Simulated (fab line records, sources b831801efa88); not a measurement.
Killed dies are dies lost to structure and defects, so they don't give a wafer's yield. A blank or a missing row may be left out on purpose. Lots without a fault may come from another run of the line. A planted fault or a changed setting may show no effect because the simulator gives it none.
A struck lot beside a sound one | flow sky130 | 15 steps out of a route of 708
Sound: wafers L330.3, L330.5, L330.6. Struck: wafers L320.3, L320.5, L320.6. The cause comes at the end.
At each step with rows: each side's tool, then ch and its chambers, then its first start. Under that, the readings that differ: sound wafers | struck wafers | difference of the means | sigmas: that difference in standard deviations of wafers without a fault.
alike: readings whose means differ by less than 2 such deviations, and words and numbers that are the same on both sides. not compared: withheld readings, readings that some wafer has no value for, bounds like >300 that may hide the same value, and numbers for which the record gives no deviation and whose values overlap.
The two part at a step that has a row with sigmas, a row that says differs or no value, or rows on one side only. Numbers that don't overlap but have no deviation are shown without sigmas and don't part them. A reading that every wafer of one side lacks parts them only if that side has two wafers or more.

SKY_VIA1_OVL_MEAS_13:
  sound on overlay-01, day 39 00:59; struck on overlay-02, day 36 01:54
  alike: VIA1_OVL
then, 1 step without rows for these wafers: SKY_VIA1_ETCH_14 (etches BARC in N2/H2, stops on SiO2, time 45.9 s, target depth 60 nm).
SKY_VIA1_ETCH_15: etches SiO2 in C4F8/O2/Ar, stops on TiN, target depth 351 nm, time 54 s.
  sound on rie_diel-03 ch 2,3, day 39 01:03; struck on rie_diel-04 ch 0,1,2, day 36 01:58
  alike: chamber_pressure_mTorr, oes_product_au, rf_fwd_power_W
  not compared: rf_hours_counter_h
SKY_VIA1_STRIP_16: strips in O2/N2.
  sound on plasma_asher-01 ch 0,1, day 39 01:08; struck on plasma_asher-01 ch 0,1, day 36 02:03
  alike: chamber_pressure_mTorr, drypump_motor_current_A, oes_product_au, strip_time_to_endpoint_s
  not compared: rf_hours_counter_h
then, 4 steps without rows for these wafers: SKY_VIA1_STRIP_17 (strips in post etch residue remover, time 1200 s); SKY_VIA1_CLEAN_18 (cleans in IPA, time 180 s); SKY_VIA1_CLEAN_19 (cleans in O3/DIW); SKY_VIA1_SPUTTER_20 (material TiN, target thk 20 nm, time 80 s).
SKY_VIA1_CVD_21: deposits W, target thk 270 nm, time 80.902 s.
  sound on cvd_w-02 ch 0,1, day 39 01:47; struck on cvd_w-02 ch 0,1, day 36 02:43
  alike: heater_power_w
SKY_VIA1_RS_MEAS_22: measures by four-point-probe.
  sound on film_metro-03, day 39 01:53; struck on film_metro-03, day 36 02:49
  alike: VIA1_W_RS
SKY_VIA1_THK_MEAS_23: measures by xrf.
  sound on film_metro-03, day 39 01:59; struck on film_metro-03, day 36 02:55
  alike: VIA1_W_THK
SKY_VIA1_CMP_24: polishes, stops on SiO2, t overpolish 15 s, target thk 0 nm.
  sound on cmp-01 ch 0,1, day 39 02:01; struck on cmp-02 ch 1,2, day 36 03:00
  alike: motor_current_A, overpolish_run_s, time_to_endpoint_s
SKY_METAL2_SPUTTER_00: material Ti, target thk 15 nm, time 10 s.
  sound on pvd_sputter-02, day 39 02:19; struck on pvd_sputter-03, day 36 03:15
  reading                                   | sound             | struck            | difference | sigmas
  model.Ti_of_METAL2_SPUTTER_00.thk_nm (nm) | 14.73 14.69 14.65 | 22.84 22.92 22.92 | +8.20      |
  alike: throttle_valve_pct
SKY_METAL2_SPUTTER_01: material TiN, target thk 20 nm, time 16.7 s.
  sound on pvd_sputter-02, day 39 02:20; struck on pvd_sputter-03, day 36 03:16
  alike: throttle_valve_pct
then, 1 step without rows for these wafers: SKY_PAD_OPEN_PROBE_99.

WHERE THEY PART
Nowhere in this record.

WHY: what the simulator had put in
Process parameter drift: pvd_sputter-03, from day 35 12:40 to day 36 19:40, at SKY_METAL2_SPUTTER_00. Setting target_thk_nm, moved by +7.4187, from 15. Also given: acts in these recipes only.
